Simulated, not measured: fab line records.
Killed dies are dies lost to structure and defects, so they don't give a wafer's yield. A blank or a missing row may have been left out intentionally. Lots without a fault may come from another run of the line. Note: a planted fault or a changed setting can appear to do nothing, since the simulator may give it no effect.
2 desks, one fault + flow sky130 + every desk sees just its own numbers, and what lay behind them comes last

METROLOGY DESK
What the gauges read for every lot (on any tool): the sampled wafers with a number, averaged. If a lot's mean is further than 4 standard deviations from the usual mean, the lot is out of limits and carries the mark OUT (the distance appears in the brackets).
Columns: A = POLY_GATE_CVD_03_THK at SKY_POLY_GATE_THK_MEAS_04, usual 75.4 nm; B = LDD_HVP_TW at SKY_LDD_HVP_TW_MEAS_10, usual 457.5
| lot  | first seen here | A    | B     |
|------|-----------------|------|-------|
| L790 | day 16 10:35    | 75.8 | 462.1 |
| L792 | day 17 14:50    | 75.1 | 456.0 |
| L794 | day 18 03:58    | 74.9 | 458.0 |
| L793 | day 18 12:02    | 74.9 | 460.7 |
| L802 | day 20 00:17    | 76.5 | 455.9 |
| L800 | day 20 00:18    | 74.8 | 456.2 |
| L803 | day 21 01:20    | 75.9 | 454.7 |
| L805 | day 21 11:22    | 75.1 | 459.2 |
| L806 | day 22 02:39    | 75.1 | 461.4 |
| L810 | day 23 00:02    | 74.8 | 460.6 |
| L811 | day 23 06:53    | 74.3 | 458.9 |
| L812 | day 23 12:16    | 76.2 | 454.7 |
Result from this desk: across the 12 lots, nothing is out of limits.

THE TOOL OWNER'S DESK: rieMetal-01
The tool's own readings at SKY_METAL5_METAL_ETCH_15 (etches the open film in Cl2/BCl3, stops on SiO2, target depth 1260 nm, time 252 s): means of the sampled wafers that have a number, for each lot that ran on this tool. If a lot's mean is further than 4 standard deviations from the usual mean, the lot is out of limits and carries the mark OUT (the distance appears in the brackets).
Columns: A = bcl3FlowSccm at SKY_METAL5_METAL_ETCH_15, usual 29.99 sccm; B = drypumpMotorCurrentA at SKY_METAL5_METAL_ETCH_15, usual 6.03 A; C = oesProductAu at SKY_METAL5_METAL_ETCH_15, usual 0.894 a.u.; D = throttleValvePct at SKY_METAL5_METAL_ETCH_15, usual 22.265 %
| lot  | first seen here | A     | B    | C     | D      |
|------|-----------------|-------|------|-------|--------|
| L790 | day 44 17:23    | 29.96 | 5.97 | 0.897 | 22.266 |
| L792 | day 45 12:02    | 29.86 | 5.98 | 0.893 | 22.265 |
| L802 | day 47 18:11    | 30.00 | 5.96 | 0.896 | 22.265 |
| L800 | day 47 21:03    | 30.00 | 5.97 | 0.907 | 22.262 |
Result from this desk: across the 4 lots, nothing is out of limits.

TAKEN TOGETHER
Metrology desk: nothing out of limits seen.
The desk of the tool owner found nothing out of limits.

WHAT THE SIMULATOR HAD INSERTED
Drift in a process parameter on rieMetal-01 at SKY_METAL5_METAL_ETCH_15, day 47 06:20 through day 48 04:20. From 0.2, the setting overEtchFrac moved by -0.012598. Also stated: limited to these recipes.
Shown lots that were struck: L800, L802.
